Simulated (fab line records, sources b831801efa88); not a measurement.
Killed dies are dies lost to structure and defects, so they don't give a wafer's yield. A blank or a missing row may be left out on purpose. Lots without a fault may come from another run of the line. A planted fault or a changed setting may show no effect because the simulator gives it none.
Which tool did it? | flow sky130 | 7 lots, 21 wafers sampled, at 3 steps of a route of 708

WHAT THE GAUGES READ, wafer by wafer
SKY_VIA3_THK_MEAS_01.
lot  | measured     | on            | VIA3_HDPCVD_THK (nm)
L478 | day 38 07:47 | film_metro-01 | 1639 1655 1638
L481 | day 39 15:29 | film_metro-01 | 3279 3288 3350
L484 | day 40 08:53 | film_metro-01 | 1662 1641 1673
L491 | day 42 10:07 | film_metro-01 | 1617 1598 1616
L496 | day 43 19:00 | film_metro-03 | 1648 1602 1628
L500 | day 44 21:38 | film_metro-02 | 1624 1634 1640
L501 | day 45 03:49 | film_metro-01 | 1613 1623 1609

WHICH TOOL RAN EACH LOT (tool, then ch and the chambers of the sampled wafers, then the start)
lot  | SKY_CONTACT_ETCH_17                | SKY_VIA3_HDPCVD_00
L478 | rie_diel-02 ch 1,2, day 31 08:15   | hdpcvd-02 ch 0,1,2, day 38 07:36
L481 | rie_diel-01 ch 1,2,3, day 32 19:24 | hdpcvd-01 ch 0,1,2, day 39 14:59
L484 | rie_diel-03 ch 1,2, day 33 14:05   | hdpcvd-02 ch 0,1, day 40 08:43
L491 | rie_diel-03 ch 0,1, day 35 20:10   | hdpcvd-02 ch 0,1,2, day 42 10:00
L496 | rie_diel-03 ch 0,1,3, day 37 08:33 | hdpcvd-01 ch 0,2, day 43 18:49
L500 | rie_diel-03 ch 0,1,3, day 38 14:33 | hdpcvd-01 ch 2, day 44 21:23
L501 | rie_diel-01 ch 0,3, day 38 20:45   | hdpcvd-02 ch 0,1,2, day 45 03:38
- SKY_CONTACT_ETCH_17: etches SiO2 in C4F8/O2/Ar, stops on Si3N4, target depth 340 nm.
- SKY_VIA3_HDPCVD_00: deposits SiO2, target thk 1635 nm, time 272.5 s.

THE ANSWER, worked out from the rows above alone
Rule: what is usual is taken from the lots themselves. Put in order of their means at a reading, lots are off if they are a third of the lots or fewer, leave a main group of 4 or more, and stand apart from it by a gap of 3 or more times the standard deviation of the main group's means; of several such gaps the widest counts. A main group whose means are all the same, to the digits that the tables above print for the reading, isn't used. A lot without any number at a reading at which 4 lots or more have one is off too. The other lots that the step has rows for count as sound.
Off: L481, at SKY_VIA3_THK_MEAS_01 (VIA3_HDPCVD_THK). The main group: mean 1631 nm, standard deviation 17.
A tool fits if, at a process step before that reading, it ran every lot that is off, and no sound lot after the first of them. The gauges at SKY_VIA3_THK_MEAS_01 are tried like those tools. None of those tried fits.

WHAT THE SIMULATOR HAD PUT IN
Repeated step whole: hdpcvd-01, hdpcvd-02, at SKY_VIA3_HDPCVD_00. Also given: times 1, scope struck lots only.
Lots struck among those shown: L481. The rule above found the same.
